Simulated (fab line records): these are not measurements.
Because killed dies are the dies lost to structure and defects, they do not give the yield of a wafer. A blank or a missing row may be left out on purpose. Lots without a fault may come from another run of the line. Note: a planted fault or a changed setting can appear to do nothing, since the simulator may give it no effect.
fab line records | flow sky130
record lots=5 wafers=15 last-day=50
route steps=708 shown VT_ADJUST_LVTN@103
lots with no fault: from the same line, run without faults
start-h: the number of hours between the record's first day and the start of the first shown wafer of the lot | wait-h: how many hours have passed since the lot's step before this one | " same as the row above | L1.1+2: one row covering several wafers at once | - no value, or no start given | * or withheld: withheld | < > ~ a bound
route shown NAME@n: a module of which the file shows steps, and the number in the route of the first | usual: the fault-free wafers' mean and standard deviation | same: alike in all rows | chamber/n: place in a boat | sites: the reading at each site | _std_site: standard deviation across them | _edge_site: outer sites' mean less inner sites' | radius-mm: how far each site lies from the wafer's centre | mask NAME#n: copy n | behind: the last tool/chamber to shape the wafer | hold: the reason the lot was held/the length of the hold in hours/how it ended | device: the n, p or np transistor that did not switch | end of line: the route-end tests of the same wafers | step lacking rows: just its recipe | killed: dies that structure and defects cost at the first sort, which is not the same as the wafer's yield | map: shows each die of a wafer: x if killed, . if not, _ if none is there
set.NAME: the setting the step ran with; set.NAME@STEP: the setting that earlier step ran with | model.NAME: the simulator's own value behind a step, which no gauge read
lots at selected steps of the route; one table per step, one row per wafer
services: from which hour (start-h, from the record's first day; less than 0 if before it) a tool's chamber was out of use, for how many hours, and why
## steps
# step SKY_VT_ADJUST_LVTN_DEVELOP_06
# recipe wall-angle-deg=90 developer=TMAH develop-time-s=60 dev-temp-c=23
# columns lot.wafer tool chamber start-h wait-h
L074.2+4+6 litho-track-02 0 - -
L075.1+2+6 litho-track-03 0 - -
L076.2+4+6 litho-track-03 0 - -
L091.2+3+6 litho-track-01 0 - -
L097.1+3+6 litho-track-01 0 - -
# step SKY_VT_ADJUST_LVTN_OVL_MEAS_07
# usual VT_ADJUST_LVTN_OVL=1.1/1.6
# columns lot.wafer tool chamber start-h wait-h VT_ADJUST_LVTN_OVL[nm]
L074.2 overlay-01 - 136.62 - 1.4
L074.4 " - " " 3.8
L074.6 " - " " 2.3
L075.1 overlay-01 - 148.12 - 1.5
L075.2 " - " " 2.1
L075.6 " - " " 2.1
L076.2 overlay-01 - 154.43 - 1.8
L076.4 " - " " 2.8
L076.6 " - " " 4.0
L091.2 overlay-01 - 256.01 - -1.5
L091.3 " - " " -0.7
L091.6 " - " " -1.3
L097.1 overlay-01 - 290.05 - 0.3
L097.3 " - " " 1.5
L097.6 " - " " 0.3
# step SKY_VT_ADJUST_LVTN_IMPLANT_08
# recipe species=B energy-kev=30 dose-cm2=1.57e+12 tilt-deg=withheld
# usual beam-on-s=9.98/0.22 faraday-current-uA=8.87/0.19
# columns lot.wafer tool chamber start-h wait-h beam-on-s faraday-current-uA
L074.2 implanter-02 0 136.67 0.0 10.14 8.74
L074.4 " 0 " " 9.96 8.94
L074.6 " 0 " " 10.54 8.38
L075.1 implanter-03 0 148.16 0.0 9.89 8.95
L075.2 " 0 " " 10.00 8.87
L075.6 " 0 " " 10.10 8.80
L076.2 implanter-03 0 154.48 0.0 10.03 8.88
L076.4 " 0 " " 10.31 8.57
L076.6 " 0 " " 10.14 8.73
L091.2 implanter-03 0 256.06 0.0 9.82 9.01
L091.3 " 0 " " 9.93 8.94
L091.6 " 0 " " 10.16 8.72
L097.1 implanter-02 0 290.09 0.0 9.90 8.91
L097.3 " 0 " " 9.80 8.99
L097.6 " 0 " " 9.73 9.07
# step SKY_VT_ADJUST_LVTN_STRIP_09
# recipe chemistry=O2/N2 power-w=1400 pressure-mtorr=1500 platen-temp-c=withheld o2-flow-sccm=3000 n2-flow-sccm=300 overash-fraction=0.5
# usual drypump-motor-current-A=6.0/0.52 oes-product-au=0.722/0.0051 strip-time-to-endpoint-s=36.94/0.1
# columns lot.wafer tool chamber start-h wait-h drypump-motor-current-A oes-product-au rf-hours-counter-h strip-time-to-endpoint-s
L074.2 plasma-asher-02 1 136.80 0.1 6.5 0.727 31 37.08
L074.4 " 1 " " 6.5 0.729 - 37.09
L074.6 " 0 " " 5.8 0.726 - 37.07
L075.1 plasma-asher-02 1 148.31 0.1 6.5 0.715 32 37.13
L075.2 " 0 " " 5.8 0.718 32 37.01
L075.6 " 1 " " 6.5 0.722 - 37.07
L076.2 plasma-asher-04 0 154.61 0.1 5.1 0.728 50 36.88
L076.4 " 1 " " 6.7 0.721 - 37.00
L076.6 " 0 " " 5.1 0.717 - 36.90
L091.2 plasma-asher-03 1 256.19 0.1 5.3 0.726 13 37.06
L091.3 " 0 " " 6.2 0.719 - 36.93
L091.6 " 1 " " 5.3 0.714 - 37.06
L097.1 plasma-asher-04 0 290.24 0.1 5.2 0.730 63 37.08
L097.3 " 0 " " 5.1 0.722 - 37.04
L097.6 " 1 " " 6.7 0.718 - 36.99
# step SKY_VT_ADJUST_LVTN_TW_MEAS_10
# usual VT_ADJUST_LVTN_TW=243.1/2.5
# columns lot.wafer tool chamber start-h wait-h VT_ADJUST_LVTN_TW
L074.2 film-metro-02 - 136.91 0.1 246.4
L074.4 " - " " 246.0
L074.6 " - " " 245.4
L075.1 film-metro-02 - 148.41 0.1 244.7
L075.2 " - " " 245.5
L075.6 " - " " 244.9
L076.2 film-metro-04 - 154.72 0.1 243.9
L076.4 " - " " 246.4
L076.6 " - " " 246.0
L091.2 film-metro-03 - 256.30 0.1 238.4
L091.3 " - " " 239.1
L091.6 " - " " 239.7
L097.1 film-metro-02 - 290.34 0.1 245.7
L097.3 " - " " 245.4
L097.6 " - " " 245.6
# step SKY_VT_ADJUST_LVTN_DEHYDRATE_11
# recipe temp-c=200 time-s=60
# usual plate-temp-C=200.02/0.16
# columns lot.wafer tool chamber start-h wait-h plate-temp-C
L074.2 litho-track-01 0 145.88 9.0 200.00
L074.4 " 0 " " 200.03
L074.6 " 0 " " 199.94
L075.1 litho-track-01 0 157.25 8.8 199.97
L075.2 " 0 " " 200.01
L075.6 " 0 " " 200.35
L076.2 litho-track-02 0 164.09 9.4 199.98
L076.4 " 0 " " 199.80
L076.6 " 0 " " 199.97
L091.2 litho-track-02 0 267.78 11.5 199.98
L091.3 " 0 " " 200.04
L091.6 " 0 " " 200.28
L097.1 litho-track-01 0 302.75 12.4 200.12
L097.3 " 0 " " 200.08
L097.6 " 0 " " 200.06
# step SKY_VT_ADJUST_LVTN_HMDS_12
# recipe prime-time-s=60 prime-temp-c=120
# columns lot.wafer tool chamber start-h wait-h
L074.2+4+6 litho-track-01 0 146.03 0.1
L075.1+2+6 litho-track-01 0 157.40 0.1
L076.2+4+6 litho-track-02 0 164.24 0.1
L091.2+3+6 litho-track-02 0 267.93 0.1
L097.1+3+6 litho-track-01 0 302.90 0.1
# step SKY_VT_ADJUST_LVTN_COAT_13
# recipe resist=NOVOLAK spin-rpm=3000 resist-thk-nm=1140
# columns lot.wafer tool chamber start-h wait-h
L074.2+4+6 litho-track-01 0 146.18 0.1
L075.1+2+6 litho-track-01 0 157.55 0.1
L076.2+4+6 litho-track-02 0 164.39 0.1
L091.2+3+6 litho-track-02 0 268.08 0.1
L097.1+3+6 litho-track-01 0 303.05 0.1
# step SKY_VT_ADJUST_LVTN_SOFTBAKE_14
# recipe temp-c=90 time-s=60 resist=NOVOLAK
# usual plate-temp-C=89.99/0.13
# columns lot.wafer tool chamber start-h wait-h plate-temp-C
L074.2 litho-track-01 0 146.33 0.1 89.85
L074.4 " 0 " " 90.08
L074.6 " 0 " " 90.09
L075.1 litho-track-01 0 157.70 0.1 90.13
L075.2 " 0 " " 89.99
L075.6 " 0 " " 89.92
L076.2 litho-track-02 0 164.54 0.1 90.01
L076.4 " 0 " " 90.22
L076.6 " 0 " " 90.16
L091.2 litho-track-02 0 268.23 0.1 90.21
L091.3 " 0 " " 90.07
L091.6 " 0 " " 90.14
L097.1 litho-track-01 0 303.20 0.1 89.95
L097.3 " 0 " " 89.97
L097.6 " 0 " " 89.90
# step SKY_VT_ADJUST_LVTN_EXPOSE_15
# recipe mask-id=HVN_STD_DERIVED na=0.6 source-shape=conventional sigma-outer=0.6 polarization=unpolarized target-cd-nm=600 dose-mj=163
# same sigma-outer=0.6
# columns lot.wafer tool chamber start-h wait-h mask
L074.2+4+6 iline-stepper-01 0 - - HVN_STD_DERIVED#0
L075.1+2+6 iline-stepper-01 0 - - HVN_STD_DERIVED#0
L076.2+4+6 iline-stepper-02 0 - - HVN_STD_DERIVED#0
L091.2+3+6 iline-stepper-01 0 - - HVN_STD_DERIVED#0
L097.1+3+6 iline-stepper-01 0 - - HVN_STD_DERIVED#0
# step SKY_VT_ADJUST_LVTN_PEB_16
# recipe temp-c=withheld time-s=* resist=NOVOLAK
# columns lot.wafer tool chamber start-h wait-h
L074.2+4+6 litho-track-02 0 - -
L075.1+2+6 litho-track-02 0 - -
L076.2+4+6 litho-track-03 0 - -
L091.2+3+6 litho-track-02 0 - -
L097.1+3+6 litho-track-03 0 - -
# step SKY_VT_ADJUST_LVTN_DEVELOP_17
# recipe resist=NOVOLAK developer=TMAH develop-time-s=60 dev-temp-c=23
# columns lot.wafer tool chamber start-h wait-h
L074.2+4+6 litho-track-02 0 156.24 0.1
L075.1+2+6 litho-track-02 0 168.11 0.1
L076.2+4+6 litho-track-03 0 175.50 0.1
L091.2+3+6 litho-track-02 0 279.73 0.1
L097.1+3+6 litho-track-03 0 315.02 0.1
# step SKY_VT_ADJUST_LVTN_OVL_MEAS_18
# usual VT_ADJUST_LVTN_01_OVL=0.0/1.5
# columns lot.wafer tool chamber start-h wait-h VT_ADJUST_LVTN_01_OVL[nm]
L074.2 overlay-02 - 156.37 0.1 1.3
L074.4 " - " " 1.3
L074.6 " - " " 1.7
L075.1 overlay-02 - 168.26 0.1 -0.1
L075.2 " - " " 0.4
L075.6 " - " " 0.7
L076.2 overlay-01 - 175.63 0.1 -1.7
L076.4 " - " " -2.2
L076.6 " - " " -1.8
L091.2 overlay-02 - 279.87 0.1 1.8
L091.3 " - " " -0.2
L091.6 " - " " -0.5
L097.1 overlay-01 - 315.17 0.1 -0.5
L097.3 " - " " 0.7
L097.6 " - " " -0.6
## services
# columns tool chamber start-h hours kind
plasma-asher-03 - 120.57 9.0 pm
plasma-asher-03 0 120.57 9.0 vent-cycle
plasma-asher-03 1 120.57 9.0 vent-cycle
plasma-asher-03 0 129.57 - clean
plasma-asher-03 1 129.57 - clean
implanter-03 - 142.14 2.7 pm
implanter-02 - 147.38 6.5 repair
iline-stepper-02 - 160.63 1.7 pm
iline-stepper-02 - 172.99 20.2 repair
plasma-asher-02 - 180.28 14.6 pm
iline-stepper-02 - 201.32 4.4 pm
iline-stepper-01 0 243.25 - calibration
implanter-02 - 264.07 4.1 repair
implanter-03 - 268.56 4.2 pm
iline-stepper-01 - 273.85 28.9 pm
implanter-02 - 282.01 3.9 pm
iline-stepper-02 0 283.46 - calibration
iline-stepper-02 - 311.02 0.5 repair
## key
fault none
